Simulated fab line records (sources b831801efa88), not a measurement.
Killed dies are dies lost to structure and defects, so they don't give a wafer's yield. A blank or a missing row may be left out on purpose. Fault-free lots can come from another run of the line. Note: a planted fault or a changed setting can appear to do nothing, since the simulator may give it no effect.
fab line records | flow sfqLine
record lots=6 wafers=18 lastDay=91
route steps=325 shown M1@58
lots untouched by any fault: they come from a run of this same line in which no faults occurred
startH: hours from the record's opening day to when the first of the lot's shown wafers began | waitH: how many hours have passed since the lot's step before this one | " the same as in the row above | L1.1+2: several wafers, shown together as one row | - no value present, or no start provided | * or withheld: withheld | < > ~ a bound
route shown NAME@n: a module of which the file shows steps, and the number in the route of the first | usual: the fault-free wafers' mean and standard deviation | same: alike in all rows | chamber/n: place in a boat | sites: the reading at each site | _std_site: the values' standard deviation | _edge_site: the outer-site mean with the inner-site mean subtracted | radiusMm: for every site, how far away it sits from the centre of the wafer | mask NAME#n: copy n | behind: the last tool/chamber to shape the wafer | hold: the reason the lot was held/the length of the hold in hours/how it ended | device: names the non-switching transistor (n, p or np) | end of line: tests of these same wafers at the route's end | a step with no rows: only its recipe | killed: the dies lost at the first sort to structure and to defects; this is not the yield of the wafer | map: a wafer's dies, marking killed ones x, the rest . and places with no die _
set.NAME: the run value of the setting; set.NAME@STEP: its run value at that earlier step | model.NAME: the simulator's own value behind a step, which no gauge read
lots at some steps of the route; a table a step, a row a wafer
services: the hour from which a tool's chamber was out of use, counted from the record's first day as startH (under 0 if before that day), plus the number of hours and why
## steps
# step SFQ_TRILAYER_M1_DEP_PRE_CLEAN_038
# recipe gas=Ar timeS=22.5 biasV=250
# step SFQ_TRILAYER_M1_DEP_SPUTTER_037
# recipe material=Nb basePressurePa=1.33e-06 chamberPressurePa=0.1333 substrateTempC=20 resputterCathodeVoltageV=400 targetThkNm=200 powerW=2000 timeS=133.3
# usual substrateTempC=20.01/0.1 throttleValvePct=30.3/0.94
# same timeS=133.3
# columns lot.wafer tool chamber startH waitH substrateTempC throttleValvePct
L145.1 pvdSputter-04 - 303.99 0.0 19.93 32.0
L145.5 " - " " 19.95 31.7
L145.6 " - " " 20.07 29.6
L151.1 pvdSputter-04 - 371.36 0.0 20.09 29.5
L151.2 " - " " 19.89 30.2
L151.4 " - " " 19.99 29.3
L154.1 pvdSputter-06 - 396.69 0.0 19.99 29.1
L154.4 " - " " 19.82 30.3
L154.6 " - " " 20.04 30.5
L157.1 pvdSputter-06 - 423.18 0.0 20.04 30.4
L157.3 " - " " 20.09 29.8
L157.4 " - " " 20.03 30.5
L158.1 pvdSputter-04 - 425.78 0.0 19.88 32.0
L158.5 " - " " 19.95 31.8
L158.6 " - " " 19.91 29.5
L160.1 pvdSputter-06 - 444.79 0.0 19.91 30.5
L160.3 " - " " 20.02 30.5
L160.4 " - " " 19.98 30.2
# step SFQ_M1_RS_MEAS_909
# recipe thkMeasGauge=four-point-probe reads=Nb_of_TRILAYER_M1_DEP_SPUTTER_037
# usual M1_NB_RS=0.889/0.012
# columns lot.wafer tool chamber startH waitH M1_NB_RS[ohm/sq]
L145.1 filmMetro-01 - 304.08 0.0 0.886
L145.5 " - " " 0.882
L145.6 " - " " 0.894
L151.1 filmMetro-01 - 371.45 0.0 0.877
L151.2 " - " " 0.872
L151.4 " - " " 0.876
L154.1 filmMetro-01 - 396.78 0.0 0.886
L154.4 " - " " 0.879
L154.6 " - " " 0.904
L157.1 filmMetro-02 - 423.27 0.0 0.881
L157.3 " - " " 0.878
L157.4 " - " " 0.867
L158.1 filmMetro-03 - 425.87 0.0 0.886
L158.5 " - " " 0.890
L158.6 " - " " 0.903
L160.1 filmMetro-01 - 444.88 0.0 0.887
L160.3 " - " " 0.880
L160.4 " - " " 0.885
# step SFQ_TRILAYER_M1_LITHO_COAT_044
# recipe resist=BARC spinRpm=3000 resistThkNm=62
# step SFQ_TRILAYER_M1_LITHO_COAT_039
# recipe resist=KrF spinRpm=3000 resistThkNm=600
# step SFQ_TRILAYER_M1_LITHO_SOFTBAKE_043
# recipe tempC=withheld timeS=withheld resist=KrF
# step SFQ_TRILAYER_M1_LITHO_EXPOSE_040
# recipe maskId=M1 na=0.6 sourceShape=conventional sigmaOuter=0.65 targetCdNm=500 doseMj=14.4
# step SFQ_TRILAYER_M1_LITHO_PEB_042
# recipe pebTempC=115 pebTimeS=60 resist=KrF
# step SFQ_TRILAYER_M1_LITHO_DEVELOP_041
# recipe timeS=60 resist=KrF
# step SFQ_M1_OVL_MEAS_911
# usual M1_OVL=-1/5.5
# columns lot.wafer tool chamber startH waitH M1_OVL[nm]
L145.1 overlay-01 - 306.70 0.1 -3
L145.5 " - " " -4
L145.6 " - " " -4
L151.1 overlay-02 - 376.34 0.1 -5
L151.2 " - " " -1
L151.4 " - " " 0
L154.1 overlay-02 - 399.38 0.1 -10
L154.4 " - " " -17
L154.6 " - " " -12
L157.1 overlay-02 - 583.48 0.1 0
L157.3 " - " " -5
L157.4 " - " " 3
L158.1 overlay-02 - 585.88 0.1 0
L158.5 " - " " -4
L158.6 " - " " -8
L160.1 overlay-02 - 600.28 0.1 -5
L160.3 " - " " -2
L160.4 " - " " 6
# step SFQ_TRILAYER_M1_BARC_OPEN_METAL_ETCH_054
# recipe maskMaterial=PR chemistry=O2 targetDepthNm=125 target=BARC icpW=600 biasW=80 pressureMtorr=10 timeS=41.7
# usual biasW=80.01/0.24 drypumpMotorCurrentA=5.4/0.38 oesProductAu=0.684/0.0052
# same timeS=41.7
# columns lot.wafer tool chamber startH waitH biasW drypumpMotorCurrentA oesProductAu rfHoursCounterH
L145.1 rieMetal-03 0 306.73 0.0 80.22 5.3 0.689 5
L145.5 " 0 " " 80.12 5.2 0.675 -
L145.6 " 1 " " 80.20 5.6 0.690 -
L151.1 rieMetal-03 1 376.37 0.0 79.66 5.5 0.696 143
L151.2 " 0 " " 80.00 5.2 0.685 17
L151.4 " 0 " " 80.33 5.3 0.691 -
L154.1 rieMetal-03 0 399.42 0.0 80.02 5.2 0.685 20
L154.4 " 0 " " 80.15 5.3 0.674 -
L154.6 " 1 " " 79.69 5.5 0.682 -
L157.1 rieMetal-01 1 583.52 0.0 80.02 5.4 0.679 125
L157.3 " 0 " " 79.97 5.8 0.702 -
L157.4 " 1 " " 80.13 5.4 0.684 -
L158.1 rieMetal-01 1 585.92 0.0 79.78 5.4 0.686 126
L158.5 " 0 " " 80.02 5.9 0.690 -
L158.6 " 1 " " 80.00 5.4 0.681 -
L160.1 rieMetal-02 1 600.32 0.0 79.66 4.7 0.685 43
L160.3 " 1 " " 79.89 4.7 0.685 -
L160.4 " 0 " " 80.14 5.7 0.681 -
# step SFQ_TRILAYER_M1_ETCH_METAL_ETCH_042
# recipe target=Nb stopOn=SiO2 maskMaterial=PR chemistry=Cl2/Ar targetDepthNm=240 icpW=600 biasW=80 pressureMtorr=10 timeS=120
# usual biasW=79.99/0.22 drypumpMotorCurrentA=5.4/0.38 oesProductAu=0.894/0.0077
# same timeS=120
# columns lot.wafer tool chamber startH waitH biasW drypumpMotorCurrentA oesProductAu rfHoursCounterH
L145.1 rieMetal-03 0 306.79 0.0 79.71 5.2 0.899 5
L145.5 " 0 " " 80.05 5.3 0.906 -
L145.6 " 1 " " 79.68 5.5 0.896 -
L151.1 rieMetal-03 1 376.43 0.0 83.44 5.6 0.908 143
L151.2 " 0 " " 83.65 5.2 0.908 17
L151.4 " 0 " " 83.58 5.3 0.901 -
L154.1 rieMetal-03 0 399.50 0.1 83.27 5.2 0.904 21
L154.4 " 0 " " 83.60 5.3 0.902 -
L154.6 " 1 " " 82.95 5.5 0.888 -
L157.1 rieMetal-01 1 583.58 0.0 80.19 5.4 0.901 125
L157.3 " 0 " " 79.60 5.8 0.890 -
L157.4 " 1 " " 79.96 5.4 0.900 -
L158.1 rieMetal-01 1 585.98 0.0 80.11 5.4 0.894 126
L158.5 " 0 " " 79.94 5.8 0.895 -
L158.6 " 1 " " 79.91 5.4 0.893 -
L160.1 rieMetal-02 1 600.38 0.0 80.21 4.7 0.900 43
L160.3 " 1 " " 80.14 4.7 0.907 -
L160.4 " 0 " " 79.88 5.7 0.900 -
# step SFQ_TRILAYER_M1_STRIP_STRIP_043
# recipe gas=O2 powerW=200 platenTempC=40 overashFraction=0.65 chemistry=O2 pressureMtorr=50
# usual drypumpMotorCurrentA=5.4/0.38 oesProductAu=1.001/0.012
# same overashFraction=0.65
# columns lot.wafer tool chamber startH waitH drypumpMotorCurrentA oesProductAu rfHoursCounterH
L145.1 rieMetal-03 0 306.92 0.1 5.3 0.991 5
L145.5 " 0 " " 5.3 0.988 -
L145.6 " 1 " " 5.5 1.019 -
L151.1 rieMetal-03 1 376.56 0.1 5.5 1.019 144
L151.2 " 0 " " 5.3 0.999 17
L151.4 " 0 " " 5.3 1.012 -
L154.1 rieMetal-03 0 399.67 0.1 5.2 0.996 21
L154.4 " 0 " " 5.3 0.988 -
L154.6 " 1 " " 5.5 1.019 -
L157.1 rieMetal-01 1 583.71 0.1 5.4 1.011 126
L157.3 " 0 " " 5.8 0.978 -
L157.4 " 1 " " 5.4 1.016 -
L158.1 rieMetal-01 1 586.11 0.1 5.4 1.003 126
L158.5 " 0 " " 5.8 0.974 -
L158.6 " 1 " " 5.4 1.010 -
L160.1 rieMetal-02 1 600.51 0.1 4.7 1.012 43
L160.3 " 1 " " 4.7 1.007 -
L160.4 " 0 " " 5.7 0.991 -
## services
# columns tool chamber startH hours kind
rieMetal-01 - 301.83 28.1 pm
rieMetal-02 1 320.71 - clean
rieMetal-02 1 320.71 12.5 scheduledDown
rieMetal-02 1 320.71 12.5 ventCycle
rieMetal-03 - 337.71 0.3 repair
rieMetal-02 0 339.34 - clean
rieMetal-02 0 339.34 21.3 scheduledDown
rieMetal-02 0 339.34 21.3 ventCycle
rieMetal-03 - 410.89 2.8 pm
pvdSputter-06 - 411.82 2.3 repair
rieMetal-03 - 436.87 1.8 repair
rieMetal-02 - 443.09 1.4 pm
rieMetal-03 1 519.84 - clean
rieMetal-03 1 519.84 17.5 scheduledDown
rieMetal-03 1 519.84 17.5 ventCycle
rieMetal-03 0 540.81 156.4 repair
pvdSputter-04 - 586.15 1.8 repair
rieMetal-03 - 588.10 14.6 pm
## key
firstSign step=SFQ_TRILAYER_M1_ETCH_METAL_ETCH_042 reading=biasW direction=up sigmas=16 usual=79.99 struck=83.42
effect none on later readings
metAt SFQ_TRILAYER_M1_ETCH_METAL_ETCH_042
struckWafers L151.1,L151.2,L151.4,L154.1,L154.4,L154.6
onsetBetween 306.79 376.43
fault kind=processParameterDrift tool=rieMetal-03 chamber=- onsetH=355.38 steps=SFQ_TRILAYER_M1_ETCH_METAL_ETCH_042 channel=biasW offset=3.3561 shape=step endH=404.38 actsIn=theseRecipesOnly stated=80
